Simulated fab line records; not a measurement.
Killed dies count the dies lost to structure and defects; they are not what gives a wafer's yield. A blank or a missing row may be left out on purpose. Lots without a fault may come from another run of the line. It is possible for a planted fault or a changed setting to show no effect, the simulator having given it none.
Check for tools in common    flow gf180mcu    36 wafers sampled across 12 lots

WHY THIS WAS OPENED
3 of 12 lots carry a flag on the reading NWELL_TW at GF_NWELL_TW_MEAS_11. Wafers without a fault read 1581, standard deviation 13.
Rule: flag the lot when none of its wafers has a number, or when each of its wafers that has one lies beyond 4 standard deviations from that mean. The rest of the lots are taken to be sound.

lot   measured     on             NWELL_TW, wafer by wafer  flag
L623  day 3 09:09  film-metro-01  1574 1571 1564            
L626  day 4 01:57  film-metro-01  1598 1587 1596            
L627  day 4 04:26  film-metro-04  1592 1595 1588            
L628  day 4 10:54  film-metro-01  1588 1576 1586            
L630  day 4 21:51  film-metro-01  1592 1596 1593            
L632  day 5 09:21  film-metro-04  1604 1603 1600            
L639  day 6 22:57  film-metro-02  30 30 30                  FLAGGED
L640  day 7 04:08  film-metro-04  30 30 30                  FLAGGED
L641  day 7 10:57  film-metro-01  30 30 30                  FLAGGED
L643  day 7 20:28  film-metro-02  1556 1549 1555            
L645  day 8 08:32  film-metro-02  1562 1561 1569            
L646  day 8 14:35  film-metro-02  1566 1566 1572            
Averaged over the flagged lots the numbers come to 30, -1551 from the usual (-99 or more standard deviations).

WHICH TOOL RAN EACH LOT
The record keeps 1 process step preceding the reading, out of 602 steps on the route. Read each cell as the tool, then ch plus the chambers that the sampled wafers visited, then the start.
lot   flag     GF_NWELL_DEVELOP_06
L623           litho-track-02 ch 0, day 3 08:00
L626           litho-track-03 ch 0, day 4 01:00
L627           litho-track-01 ch 0, day 4 03:00
L628           litho-track-03 ch 0, day 4 10:00
L630           litho-track-01 ch 0, day 4 21:00
L632           litho-track-03 ch 0, day 5 08:00
L639  FLAGGED  litho-track-03 ch 0, day 6 22:00
L640  FLAGGED  litho-track-03 ch 0, day 7 03:00
L641  FLAGGED  litho-track-03 ch 0, day 7 10:00
L643           litho-track-02 ch 0, day 7 19:00
L645           litho-track-01 ch 0, day 8 07:00
L646           litho-track-01 ch 0, day 8 14:00
What is done by these steps:
- GF_NWELL_DEVELOP_06: develop time 60 s.
- GF_NWELL_TW_MEAS_11

FLAGGED AGAINST TOTAL, ONE TOOL AT A TIME (gauges that did the reading follow at the end)
step                 tool            lots run  flagged  share of the flagged lots  sound lots run after its first flagged lot
GF_NWELL_DEVELOP_06  litho-track-01  4         0        none                       -
GF_NWELL_DEVELOP_06  litho-track-02  2         0        none                       -
GF_NWELL_DEVELOP_06  litho-track-03  6         3        all                        0
GF_NWELL_TW_MEAS_11  film-metro-01   5         1        some                       0
GF_NWELL_TW_MEAS_11  film-metro-02   4         1        some                       3 (L643,L645,L646)
GF_NWELL_TW_MEAS_11  film-metro-04   3         1        some                       0

WHAT IS ALLOWED BY THE TABLE
In the table, 1 row covers all flagged lots: litho-track-03 at GF_NWELL_DEVELOP_06.
- litho-track-03 at GF_NWELL_DEVELOP_06 ran 6 lots, 3 of them flagged. Last sound lot L632 at day 5 08:00, first flagged lot L639 at day 6 22:00; a fault beginning in between fits.
Left over: one tool, litho-track-03 at GF_NWELL_DEVELOP_06.

WHAT THE SIMULATOR HAD PUT IN
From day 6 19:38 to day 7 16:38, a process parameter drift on litho-track-03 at GF_NWELL_DEVELOP_06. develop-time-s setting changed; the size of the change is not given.
Shown lots that were struck: L639, L640, L641. This agrees with what the rule above found.
